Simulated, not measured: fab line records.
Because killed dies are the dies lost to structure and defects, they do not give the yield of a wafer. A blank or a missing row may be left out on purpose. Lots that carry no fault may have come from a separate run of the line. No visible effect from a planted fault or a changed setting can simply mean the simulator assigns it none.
fab line records	flow gf180mcu
record: lots: 24	wafers: 72	last_day: 34
route steps=602 shown M4@472 V4@479 MIM@522
lots with no fault: from the same line, run without faults
start_h: the number of hours between the record's first day and the start of the first shown wafer of the lot	wait_h: hours from the lot's prior step to this one	" as in the row above	L1.1+2: one row covering several wafers at once	- no value, or no start was given	* or withheld: withheld	< > ~ a bound
route shown NAME@n: names a module that has steps shown in the file, with the first one's number in the route	usual: mean and standard deviation over wafers with no fault	same: alike in all rows	chamber/n: place in a boat	sites: per-site readings	_std_site: the values' standard deviation	_edge_site: mean of outer sites minus mean of inner sites	radius_mm: how far each site lies from the wafer's centre	mask NAME#n: copy n	behind: the tool/chamber that last shaped the wafer	hold: reason for holding the lot/hours on hold/outcome of the hold	device: transistor that didn't switch, given as n, p or np	end of line: the tests these same wafers got at the end of their route	a step given without rows: its recipe and nothing more	killed: at the first sort, the dies lost to defects and structure; wafer yield is something else	map: dies across one wafer; x = killed, . = not, _ = none there
set.NAME: the setting as run; set.NAME@STEP: as run at that earlier step	model.NAME: the simulator's own value behind a step, which no gauge read
route steps across a sampled set of lots; one table per step, one row per wafer
services: when a tool's chamber went out of use (start_h, in hours from the record's first day, below 0 if earlier), for how many hours, and the reason
== steps ==
step: GF_M4_METAL_ETCH_16
recipe: chemistry: Cl2/BCl3	mask_material: KrF	target_depth_nm: 750.8	stop_on: SiO2	pressure_mtorr: 8	icp_w: 800	bias_w: 140	Cl2_flow_sccm: 80	bcl3_flow_sccm: 40	time_s: 125.1
usual: drypump_motor_current_A: 6.0/0.45	oes_product_au: 0.990/0.006	throttle_valve_pct: 28.229/0.01
same: time_s: 125.1
lot.wafer	tool	chamber	start_h	wait_h	drypump_motor_current_A	oes_product_au	rf_hours_counter_h	throttle_valve_pct
L074.3	rie_metal-03	0	553.74	0.1	6.2	0.980	-	28.235
L074.4	"	1	"	"	5.8	0.989	-	28.238
L074.6	"	1	"	"	5.9	0.989	-	28.221
L075.1	rie_metal-04	0	554.03	0.0	5.7	1.001	7	28.207
L075.2	"	1	"	"	5.4	0.979	2	28.244
L075.5	"	0	"	"	5.7	1.000	-	28.214
L076.2	rie_metal-04	1	566.16	0.0	5.4	0.991	2	28.223
L076.5	"	0	"	"	5.7	1.003	-	28.217
L076.6	"	1	"	"	5.4	0.989	-	28.239
L077.2	rie_metal-04	0	571.73	0.0	5.7	0.997	8	28.218
L077.3	"	0	"	"	5.7	0.991	-	28.214
L077.5	"	0	"	"	5.7	0.997	-	28.214
L078.1	rie_metal-04	0	576.31	0.0	5.7	0.993	8	28.214
L078.4	"	0	"	"	5.7	1.000	-	28.241
L078.6	"	1	"	"	5.4	0.983	-	28.231
L079.3	rie_metal-02	1	578.86	0.1	6.7	0.990	-	28.223
L079.4	"	0	"	"	6.4	0.984	-	28.217
L079.5	"	0	"	"	6.4	0.993	-	28.230
L080.1	rie_metal-04	0	591.53	0.0	5.6	1.000	8	28.233
L080.5	"	1	"	"	5.4	0.975	-	28.244
L080.6	"	0	"	"	5.7	0.995	-	28.217
L081.2	rie_metal-02	0	597.36	0.1	6.4	0.987	-	28.216
L081.3	"	0	"	"	6.4	0.997	-	28.223
L081.4	"	0	"	"	6.4	0.982	-	28.224
L082.3	rie_metal-03	1	608.74	0.1	5.9	0.993	-	28.229
L082.4	"	0	"	"	6.1	0.985	-	28.218
L082.5	"	0	"	"	6.2	0.981	-	28.243
L083.1	rie_metal-03	1	626.05	0.0	5.8	0.986	1	28.223
L083.2	"	0	"	"	6.1	0.996	4	28.231
L083.3	"	0	"	"	6.1	0.990	-	28.237
L084.2	rie_metal-02	1	627.73	0.0	6.6	0.992	0	28.229
L084.3	"	0	"	"	6.4	0.989	-	28.222
L084.4	"	1	"	"	6.7	0.992	-	28.209
L085.1	rie_metal-04	1	631.11	0.0	5.4	0.978	5	28.226
L085.4	"	1	"	"	5.4	0.986	-	28.231
L085.6	"	1	"	"	5.4	0.980	-	28.239
L086.1	rie_metal-02	1	639.51	0.0	6.7	0.994	1	28.221
L086.3	"	0	"	"	6.4	0.997	-	28.231
L086.6	"	0	"	"	6.4	0.996	-	28.224
L087.1	rie_metal-04	0	649.24	0.0	5.7	0.989	10	28.232
L087.5	"	1	"	"	5.3	0.992	-	28.226
L087.6	"	0	"	"	5.7	0.991	-	28.232
L088.3	rie_metal-03	1	654.67	0.1	5.9	0.991	-	28.243
L088.4	"	1	"	"	5.8	0.991	-	28.245
L088.5	"	1	"	"	5.9	0.982	-	28.222
L089.2	rie_metal-03	1	657.65	0.1	5.8	0.987	-	28.221
L089.4	"	1	"	"	5.8	0.985	-	28.244
L089.5	"	1	"	"	5.8	0.987	-	28.245
L090.1	rie_metal-03	1	663.13	0.0	5.8	0.991	3	28.234
L090.2	"	1	"	"	5.8	0.988	-	28.239
L090.4	"	1	"	"	5.8	0.995	-	28.235
L091.1	rie_metal-02	0	672.83	0.0	6.4	0.992	15	28.236
L091.2	"	1	"	"	6.6	0.989	2	28.229
L091.3	"	1	"	"	6.7	1.004	-	28.221
L092.1	rie_metal-04	1	676.79	0.0	5.4	0.975	6	28.231
L092.2	"	0	"	"	5.7	0.987	11	28.224
L092.5	"	0	"	"	5.7	1.005	-	28.218
L093.2	rie_metal-02	1	689.29	0.1	6.7	0.994	-	28.209
L093.3	"	1	"	"	6.7	0.986	-	28.227
L093.5	"	1	"	"	6.6	0.993	-	28.211
L094.1	rie_metal-02	1	693.61	0.0	6.6	1.000	4	28.228
L094.2	"	1	"	"	6.6	0.995	-	28.245
L094.4	"	1	"	"	6.7	0.992	-	28.226
L095.1	rie_metal-03	1	700.78	0.0	5.8	0.991	4	28.220
L095.2	"	0	"	"	6.1	0.985	7	28.233
L095.4	"	1	"	"	5.9	0.992	-	28.234
L096.2	rie_metal-04	1	706.43	0.0	5.3	0.981	8	28.219
L096.3	"	0	"	"	5.7	0.986	-	28.238
L096.6	"	1	"	"	5.4	0.982	-	28.259
L097.1	rie_metal-02	0	710.66	0.0	6.4	1.000	0	28.232
L097.2	"	1	"	"	6.6	0.992	5	28.221
L097.5	"	0	"	"	6.4	0.989	-	28.225
step: GF_V4_THK_MEAS_03
recipe: reads: SiO2_of_V4_CVD_02
usual: V4_CVD_02_THK: 852/11
lot.wafer	tool	chamber	start_h	wait_h	V4_CVD_02_THK[nm]
L074.3	film_metro-04	-	554.58	0.1	856
L074.4	"	-	"	"	868
L074.6	"	-	"	"	877
L075.1	film_metro-01	-	555.24	0.0	834
L075.2	"	-	"	"	828
L075.5	"	-	"	"	837
L076.2	film_metro-04	-	567.04	0.0	843
L076.5	"	-	"	"	862
L076.6	"	-	"	"	866
L077.2	film_metro-01	-	572.61	0.0	856
L077.3	"	-	"	"	857
L077.5	"	-	"	"	872
L078.1	film_metro-02	-	577.18	0.0	840
L078.4	"	-	"	"	852
L078.6	"	-	"	"	853
L079.3	film_metro-04	-	579.70	0.1	845
L079.4	"	-	"	"	861
L079.5	"	-	"	"	854
L080.1	film_metro-02	-	592.50	0.1	839
L080.5	"	-	"	"	857
L080.6	"	-	"	"	850
L081.2	film_metro-01	-	598.35	0.1	847
L081.3	"	-	"	"	851
L081.4	"	-	"	"	849
L082.3	film_metro-02	-	609.61	0.1	852
L082.4	"	-	"	"	874
L082.5	"	-	"	"	863
L083.1	film_metro-04	-	626.94	0.1	863
L083.2	"	-	"	"	847
L083.3	"	-	"	"	870
L084.2	film_metro-04	-	628.77	0.1	841
L084.3	"	-	"	"	846
L084.4	"	-	"	"	853
L085.1	film_metro-04	-	631.98	0.0	850
L085.4	"	-	"	"	858
L085.6	"	-	"	"	872
L086.1	film_metro-04	-	640.38	0.0	835
L086.3	"	-	"	"	830
L086.6	"	-	"	"	858
L087.1	film_metro-01	-	650.11	0.0	840
L087.5	"	-	"	"	860
L087.6	"	-	"	"	841
L088.3	film_metro-04	-	655.94	0.1	854
L088.4	"	-	"	"	861
L088.5	"	-	"	"	857
L089.2	film_metro-01	-	658.61	0.0	838
L089.4	"	-	"	"	857
L089.5	"	-	"	"	858
L090.1	film_metro-04	-	664.53	0.0	853
L090.2	"	-	"	"	848
L090.4	"	-	"	"	851
L091.1	film_metro-04	-	673.73	0.0	829
L091.2	"	-	"	"	840
L091.3	"	-	"	"	846
L092.1	film_metro-04	-	677.66	0.0	846
L092.2	"	-	"	"	843
L092.5	"	-	"	"	863
L093.2	film_metro-01	-	690.29	0.1	844
L093.3	"	-	"	"	849
L093.5	"	-	"	"	868
L094.1	film_metro-02	-	694.64	0.1	840
L094.2	"	-	"	"	836
L094.4	"	-	"	"	852
L095.1	film_metro-02	-	701.71	0.0	838
L095.2	"	-	"	"	836
L095.4	"	-	"	"	853
L096.2	film_metro-02	-	707.30	0.0	835
L096.3	"	-	"	"	835
L096.6	"	-	"	"	849
L097.1	film_metro-02	-	711.53	0.0	855
L097.2	"	-	"	"	862
L097.5	"	-	"	"	875
step: GF_V4_BOW_MEAS_05
recipe: mode: bow
usual: V4_BOW: 135/7.8
lot.wafer	tool	chamber	start_h	wait_h	V4_BOW[um]
L074.3	film_metro-01	-	554.96	0.3	132
L074.4	"	-	"	"	128
L074.6	"	-	"	"	136
L075.1	film_metro-01	-	555.60	0.2	125
L075.2	"	-	"	"	129
L075.5	"	-	"	"	131
L076.2	film_metro-02	-	567.41	0.3	140
L076.5	"	-	"	"	142
L076.6	"	-	"	"	152
L077.2	film_metro-04	-	572.98	0.1	127
L077.3	"	-	"	"	132
L077.5	"	-	"	"	140
L078.1	film_metro-04	-	577.54	0.1	136
L078.4	"	-	"	"	134
L078.6	"	-	"	"	138
L079.3	film_metro-02	-	580.08	0.2	132
L079.4	"	-	"	"	128
L079.5	"	-	"	"	131
L080.1	film_metro-02	-	593.30	0.3	131
L080.5	"	-	"	"	120
L080.6	"	-	"	"	127
L081.2	film_metro-04	-	598.72	0.2	127
L081.3	"	-	"	"	131
L081.4	"	-	"	"	131
L082.3	film_metro-01	-	609.99	0.2	132
L082.4	"	-	"	"	120
L082.5	"	-	"	"	123
L083.1	film_metro-04	-	627.30	0.1	137
L083.2	"	-	"	"	136
L083.3	"	-	"	"	132
L084.2	film_metro-04	-	629.14	0.1	148
L084.3	"	-	"	"	133
L084.4	"	-	"	"	148
L085.1	film_metro-04	-	632.43	0.2	136
L085.4	"	-	"	"	147
L085.6	"	-	"	"	139
L086.1	film_metro-04	-	640.75	0.3	126
L086.3	"	-	"	"	133
L086.6	"	-	"	"	125
L087.1	film_metro-04	-	650.47	0.2	137
L087.5	"	-	"	"	142
L087.6	"	-	"	"	141
L088.3	film_metro-01	-	656.32	0.1	137
L088.4	"	-	"	"	130
L088.5	"	-	"	"	134
L089.2	film_metro-02	-	658.98	0.2	139
L089.4	"	-	"	"	142
L089.5	"	-	"	"	137
L090.1	film_metro-04	-	664.89	0.1	142
L090.2	"	-	"	"	143
L090.4	"	-	"	"	146
L091.1	film_metro-04	-	674.09	0.1	144
L091.2	"	-	"	"	135
L091.3	"	-	"	"	140
L092.1	film_metro-02	-	678.02	0.2	149
L092.2	"	-	"	"	142
L092.5	"	-	"	"	139
L093.2	film_metro-02	-	690.66	0.3	136
L093.3	"	-	"	"	137
L093.5	"	-	"	"	130
L094.1	film_metro-04	-	695.00	0.1	135
L094.2	"	-	"	"	124
L094.4	"	-	"	"	124
L095.1	film_metro-02	-	702.07	0.2	138
L095.2	"	-	"	"	131
L095.4	"	-	"	"	138
L096.2	film_metro-01	-	707.67	0.1	136
L096.3	"	-	"	"	138
L096.6	"	-	"	"	153
L097.1	film_metro-01	-	711.89	0.1	136
L097.2	"	-	"	"	141
L097.5	"	-	"	"	136
step: GF_V4_STRIP_18
recipe: chemistry: O2/N2	power_w: 1400	pressure_mtorr: 1500	platen_temp_c: 250	o2_flow_sccm: 3000	n2_flow_sccm: 300	overash_fraction: 0.5
usual: drypump_motor_current_A: 5.8/0.45	heater_power_w: 332/22	n2_flow_sccm: 300.0/0.97	oes_product_au: 0.592/0.0049
lot.wafer	tool	chamber	start_h	wait_h	drypump_motor_current_A	heater_power_w	n2_flow_sccm	oes_product_au	rf_hours_counter_h
L074.3	plasma_asher-04	1	577.16	-	6.5	334	299.6	0.598	-
L074.4	"	0	"	"	5.5	316	300.0	0.590	-
L074.6	"	0	"	"	5.5	325	299.4	0.604	-
L075.1	plasma_asher-04	0	577.77	-	5.5	322	298.2	0.590	15
L075.2	"	1	"	"	6.4	330	301.0	0.591	15
L075.5	"	1	"	"	6.5	330	301.2	0.601	-
L076.2	plasma_asher-01	1	589.15	-	5.1	386	300.5	0.592	76
L076.5	"	0	"	"	6.1	333	298.3	0.602	-
L076.6	"	1	"	"	5.1	383	298.6	0.590	-
L077.2	plasma_asher-03	0	594.60	-	6.2	318	300.2	0.593	50
L077.3	"	0	"	"	6.2	309	299.9	0.590	-
L077.5	"	1	"	"	5.5	326	298.7	0.590	-
L078.1	plasma_asher-03	0	598.92	-	6.2	308	300.5	0.599	51
L078.4	"	1	"	"	5.5	330	299.9	0.592	-
L078.6	"	1	"	"	5.5	326	299.5	0.596	-
L079.3	plasma_asher-03	1	601.59	-	5.5	321	299.7	0.591	-
L079.4	"	0	"	"	6.2	315	300.1	0.592	-
L079.5	"	0	"	"	6.2	311	299.6	0.595	-
L080.1	plasma_asher-03	1	614.62	-	5.5	323	301.5	0.592	53
L080.5	"	1	"	"	5.5	334	300.2	0.598	-
L080.6	"	0	"	"	6.2	320	300.5	0.591	-
L081.2	plasma_asher-01	1	619.82	-	5.1	392	300.6	0.593	80
L081.3	"	0	"	"	6.1	335	302.1	0.591	-
L081.4	"	1	"	"	5.1	375	301.6	0.591	-
L082.3	plasma_asher-01	1	630.61	-	5.1	382	299.1	0.596	-
L082.4	"	0	"	"	6.1	327	300.1	0.596	-
L082.5	"	0	"	"	6.1	330	298.5	0.594	-
L083.1	plasma_asher-01	0	647.25	-	6.1	334	300.3	0.596	83
L083.2	"	1	"	"	5.1	378	300.6	0.594	83
L083.3	"	0	"	"	6.1	331	297.9	0.600	-
L084.2	plasma_asher-01	0	650.30	-	6.1	336	299.1	0.587	83
L084.3	"	0	"	"	6.1	336	299.0	0.597	-
L084.4	"	1	"	"	5.1	385	299.9	0.591	-
L085.1	plasma_asher-01	0	653.41	-	6.1	332	299.9	0.593	83
L085.4	"	0	"	"	6.1	332	300.5	0.589	-
L085.6	"	0	"	"	6.1	340	299.4	0.592	-
L086.1	plasma_asher-03	0	661.17	-	6.2	304	301.6	0.599	58
L086.3	"	1	"	"	5.5	323	299.9	0.594	-
L086.6	"	1	"	"	5.5	332	301.5	0.590	-
L087.1	plasma_asher-04	1	671.06	-	6.4	336	300.9	0.587	23
L087.5	"	1	"	"	6.4	333	299.5	0.592	-
L087.6	"	0	"	"	5.5	317	301.8	0.585	-
L088.3	plasma_asher-03	1	676.84	-	5.5	335	303.1	0.591	-
L088.4	"	0	"	"	6.2	305	299.9	0.592	-
L088.5	"	1	"	"	5.5	326	301.6	0.588	-
L089.2	plasma_asher-04	1	678.81	-	6.5	338	300.3	0.583	24
L089.4	"	1	"	"	6.5	333	299.1	0.583	-
L089.5	"	1	"	"	6.5	344	299.5	0.594	-
L090.1	plasma_asher-03	0	684.72	-	6.2	314	300.4	0.594	60
L090.2	"	1	"	"	5.5	326	299.5	0.591	60
L090.4	"	0	"	"	6.2	308	299.5	0.600	-
L091.1	plasma_asher-03	1	693.87	-	5.5	326	300.7	0.597	61
L091.2	"	0	"	"	6.2	314	300.4	0.586	61
L091.3	"	0	"	"	6.2	310	300.6	0.601	-
L092.1	plasma_asher-03	1	697.00	-	5.5	331	298.6	0.589	62
L092.2	"	0	"	"	6.2	312	299.2	0.587	62
L092.5	"	0	"	"	6.2	316	299.3	0.586	-
L093.2	plasma_asher-03	1	709.84	-	5.5	330	300.6	0.588	64
L093.3	"	0	"	"	6.2	309	299.9	0.595	-
L093.5	"	1	"	"	5.5	328	299.8	0.594	-
L094.1	plasma_asher-04	0	712.90	-	5.5	305	299.4	0.595	29
L094.2	"	1	"	"	6.5	334	298.6	0.597	29
L094.4	"	1	"	"	6.4	338	299.8	0.592	-
L095.1	plasma_asher-03	1	719.96	-	5.5	324	300.4	0.595	65
L095.2	"	0	"	"	6.2	310	299.2	0.589	65
L095.4	"	1	"	"	5.5	321	299.4	0.590	-
L096.2	plasma_asher-04	1	725.96	-	6.5	333	300.8	0.586	30
L096.3	"	0	"	"	5.5	318	300.2	0.583	-
L096.6	"	0	"	"	5.5	321	299.5	0.597	-
L097.1	plasma_asher-04	1	729.42	-	6.5	344	300.4	0.593	31
L097.2	"	0	"	"	5.5	325	299.2	0.589	31
L097.5	"	1	"	"	6.5	341	299.5	0.606	-
step: GF_V4_THK_MEAS_25
recipe: thk_meas_gauge: xrf	reads: W_of_V4_CVD_23
usual: V4_W_THK: 351/4
lot.wafer	tool	chamber	start_h	wait_h	V4_W_THK[nm]
L074.3	film_metro-04	-	578.01	0.1	356
L074.4	"	-	"	"	358
L074.6	"	-	"	"	354
L075.1	film_metro-01	-	578.64	0.1	349
L075.2	"	-	"	"	345
L075.5	"	-	"	"	348
L076.2	film_metro-01	-	590.04	0.1	351
L076.5	"	-	"	"	349
L076.6	"	-	"	"	349
L077.2	film_metro-04	-	595.48	0.1	353
L077.3	"	-	"	"	350
L077.5	"	-	"	"	350
L078.1	film_metro-01	-	599.79	0.1	353
L078.4	"	-	"	"	350
L078.6	"	-	"	"	350
L079.3	film_metro-02	-	602.55	0.1	353
L079.4	"	-	"	"	357
L079.5	"	-	"	"	355
L080.1	film_metro-01	-	615.53	0.1	342
L080.5	"	-	"	"	341
L080.6	"	-	"	"	344
L081.2	film_metro-04	-	620.87	0.1	352
L081.3	"	-	"	"	351
L081.4	"	-	"	"	357
L082.3	film_metro-04	-	631.46	0.1	356
L082.4	"	-	"	"	347
L082.5	"	-	"	"	355
L083.1	film_metro-01	-	648.13	0.1	357
L083.2	"	-	"	"	357
L083.3	"	-	"	"	356
L084.2	film_metro-01	-	651.21	0.1	355
L084.3	"	-	"	"	350
L084.4	"	-	"	"	354
L085.1	film_metro-01	-	654.28	0.1	354
L085.4	"	-	"	"	353
L085.6	"	-	"	"	355
L086.1	film_metro-02	-	662.15	0.1	356
L086.3	"	-	"	"	352
L086.6	"	-	"	"	351
L087.1	film_metro-04	-	671.96	0.1	352
L087.5	"	-	"	"	351
L087.6	"	-	"	"	351
L088.3	film_metro-02	-	677.69	0.1	355
L088.4	"	-	"	"	353
L088.5	"	-	"	"	356
L089.2	film_metro-02	-	679.72	0.1	352
L089.4	"	-	"	"	356
L089.5	"	-	"	"	352
L090.1	film_metro-02	-	685.59	0.1	354
L090.2	"	-	"	"	350
L090.4	"	-	"	"	356
L091.1	film_metro-01	-	694.78	0.1	349
L091.2	"	-	"	"	349
L091.3	"	-	"	"	350
L092.1	film_metro-02	-	698.34	0.1	349
L092.2	"	-	"	"	357
L092.5	"	-	"	"	350
L093.2	film_metro-02	-	711.06	0.1	350
L093.3	"	-	"	"	354
L093.5	"	-	"	"	356
L094.1	film_metro-04	-	713.86	0.1	351
L094.2	"	-	"	"	350
L094.4	"	-	"	"	350
L095.1	film_metro-04	-	721.22	0.1	351
L095.2	"	-	"	"	355
L095.4	"	-	"	"	351
L096.2	film_metro-01	-	726.84	0.1	345
L096.3	"	-	"	"	352
L096.6	"	-	"	"	352
L097.1	film_metro-01	-	730.29	0.1	343
L097.2	"	-	"	"	351
L097.5	"	-	"	"	348
step: GF_MIM_METAL_ETCH_19
recipe: chemistry: Cl2/BCl3	mask_material: NOVOLAK	stop_on: Si3N4	target_depth_nm: 324.5	pressure_mtorr: 8	icp_w: 800	bias_w: 140	Cl2_flow_sccm: 80	bcl3_flow_sccm: 40	time_s: 54.1
usual: drypump_motor_current_A: 5.81/0.29	oes_product_au: 0.941/0.0072	throttle_valve_pct: 28.286/0.011
same: time_s: 54.1
lot.wafer	tool	chamber	start_h	wait_h	drypump_motor_current_A	oes_product_au	rf_hours_counter_h	throttle_valve_pct
L074.3	rie_metal-04	1	600.29	0.1	5.38	0.949	-	28.278
L074.4	"	0	"	"	5.66	0.939	-	28.260
L074.6	"	1	"	"	5.40	0.950	-	28.267
L075.1	rie_metal-01	0	600.57	0.1	6.22	0.950	8	28.280
L075.2	"	1	"	"	5.54	0.950	3	28.275
L075.5	"	1	"	"	5.57	0.954	-	28.278
L076.2	rie_metal-03	0	611.36	0.1	6.16	0.945	4	28.305
L076.5	"	1	"	"	5.81	0.951	-	28.265
L076.6	"	0	"	"	6.17	0.933	-	28.290
L077.2	rie_metal-01	0	616.66	0.1	6.19	0.945	9	28.268
L077.3	"	1	"	"	5.57	0.940	-	28.287
L077.5	"	1	"	"	5.57	0.949	-	28.285
L078.1	rie_metal-03	1	620.76	0.1	5.83	0.938	1	28.272
L078.4	"	1	"	"	5.83	0.941	-	28.292
L078.6	"	0	"	"	6.14	0.944	-	28.273
L079.3	rie_metal-01	0	623.95	0.1	6.23	0.936	-	28.291
L079.4	"	1	"	"	5.55	0.939	-	28.298
L079.5	"	0	"	"	6.19	0.940	-	28.300
L080.1	rie_metal-01	0	636.02	0.1	6.19	0.940	10	28.288
L080.5	"	0	"	"	6.22	0.936	-	28.281
L080.6	"	1	"	"	5.59	0.933	-	28.276
L081.2	rie_metal-01	0	641.66	0.1	6.23	0.925	10	28.291
L081.3	"	0	"	"	6.20	0.933	-	28.301
L081.4	"	1	"	"	5.55	0.927	-	28.289
L082.3	rie_metal-03	1	652.82	0.1	5.85	0.943	-	28.291
L082.4	"	1	"	"	5.83	0.936	-	28.279
L082.5	"	1	"	"	5.84	0.947	-	28.310
L083.1	rie_metal-04	1	668.26	0.1	5.37	0.940	6	28.289
L083.2	"	0	"	"	5.64	0.934	11	28.298
L083.3	"	1	"	"	5.37	0.937	-	28.283
L084.2	rie_metal-03	0	671.91	0.1	6.15	0.950	6	28.264
L084.3	"	0	"	"	6.15	0.954	-	28.276
L084.4	"	1	"	"	5.81	0.940	-	28.265
L085.1	rie_metal-03	1	674.62	0.1	5.86	0.948	3	28.274
L085.4	"	0	"	"	6.14	0.946	-	28.292
L085.6	"	0	"	"	6.14	0.942	-	28.293
L086.1	rie_metal-04	0	682.47	0.1	5.71	0.930	12	28.299
L086.3	"	1	"	"	5.37	0.933	-	28.289
L086.6	"	1	"	"	5.37	0.936	-	28.282
L087.1	rie_metal-03	1	692.57	0.1	5.83	0.943	4	28.297
L087.5	"	1	"	"	5.80	0.946	-	28.285
L087.6	"	0	"	"	6.14	0.941	-	28.279
L088.3	rie_metal-01	1	697.03	0.1	5.56	0.943	-	28.288
L088.4	"	0	"	"	6.17	0.934	-	28.300
L088.5	"	0	"	"	6.20	0.936	-	28.285
L089.2	rie_metal-04	1	698.76	0.1	5.37	0.937	7	28.292
L089.4	"	0	"	"	5.67	0.953	-	28.287
L089.5	"	0	"	"	5.64	0.946	-	28.281
L090.1	rie_metal-01	0	705.56	0.1	6.21	0.939	12	28.285
L090.2	"	1	"	"	5.58	0.944	7	28.295
L090.4	"	1	"	"	5.56	0.953	-	28.280
L091.1	rie_metal-01	0	714.02	0.1	6.22	0.943	13	28.273
L091.2	"	0	"	"	6.22	0.938	-	28.277
L091.3	"	0	"	"	6.19	0.942	-	28.283
L092.1	rie_metal-04	1	717.11	0.1	5.36	0.932	8	28.284
L092.2	"	0	"	"	5.66	0.945	13	28.294
L092.5	"	1	"	"	5.36	0.934	-	28.310
L093.2	rie_metal-03	0	729.17	0.1	6.16	0.929	8	28.289
L093.3	"	1	"	"	5.83	0.938	-	28.308
L093.5	"	0	"	"	6.16	0.931	-	28.296
L094.1	rie_metal-04	0	732.42	0.1	5.66	0.935	14	28.286
L094.2	"	1	"	"	5.37	0.925	9	28.294
L094.4	"	0	"	"	5.66	0.936	-	28.280
L095.1	rie_metal-01	1	739.62	0.1	5.56	0.943	8	28.280
L095.2	"	1	"	"	5.60	0.948	-	28.280
L095.4	"	1	"	"	5.56	0.950	-	28.297
L096.2	rie_metal-01	1	744.70	0.1	5.55	0.935	-	28.292
L096.3	"	1	"	"	5.57	0.953	-	28.287
L096.6	"	1	"	"	5.57	0.940	-	28.288
L097.1	rie_metal-03	1	748.27	0.1	5.85	0.940	7	28.287
L097.2	"	0	"	"	6.16	0.928	9	28.290
L097.5	"	1	"	"	5.84	0.941	-	28.294
== services ==
tool	chamber	start_h	hours	kind
rie_metal-03	1	556.47	-	clean
rie_metal-03	1	556.47	12.2	scheduled_down
rie_metal-03	1	556.47	12.2	vent_cycle
rie_metal-02	-	570.98	1.4	pm
rie_metal-03	1	575.46	9.6	repair
rie_metal-03	-	585.49	2.8	pm
rie_metal-03	-	589.06	14.6	pm
plasma_asher-04	-	594.01	8.7	repair
rie_metal-02	1	595.44	-	clean
rie_metal-02	1	595.44	17.0	scheduled_down
rie_metal-02	1	595.44	17.0	vent_cycle
plasma_asher-04	-	612.44	2.8	pm
rie_metal-02	-	628.25	0.6	repair
plasma_asher-01	-	642.30	1.0	repair
rie_metal-03	0	652.15	18.4	repair
rie_metal-02	0	680.32	-	clean
rie_metal-02	0	680.32	25.5	scheduled_down
plasma_asher-01	-	689.89	22.6	pm
rie_metal-01	-	698.20	1.4	pm
rie_metal-01	1	711.99	5.3	repair
plasma_asher-01	-	723.17	14.7	repair
rie_metal-04	-	727.55	0.6	repair
rie_metal-01	0	731.58	22.2	repair
rie_metal-03	-	745.86	1.4	pm
== key ==
fault none
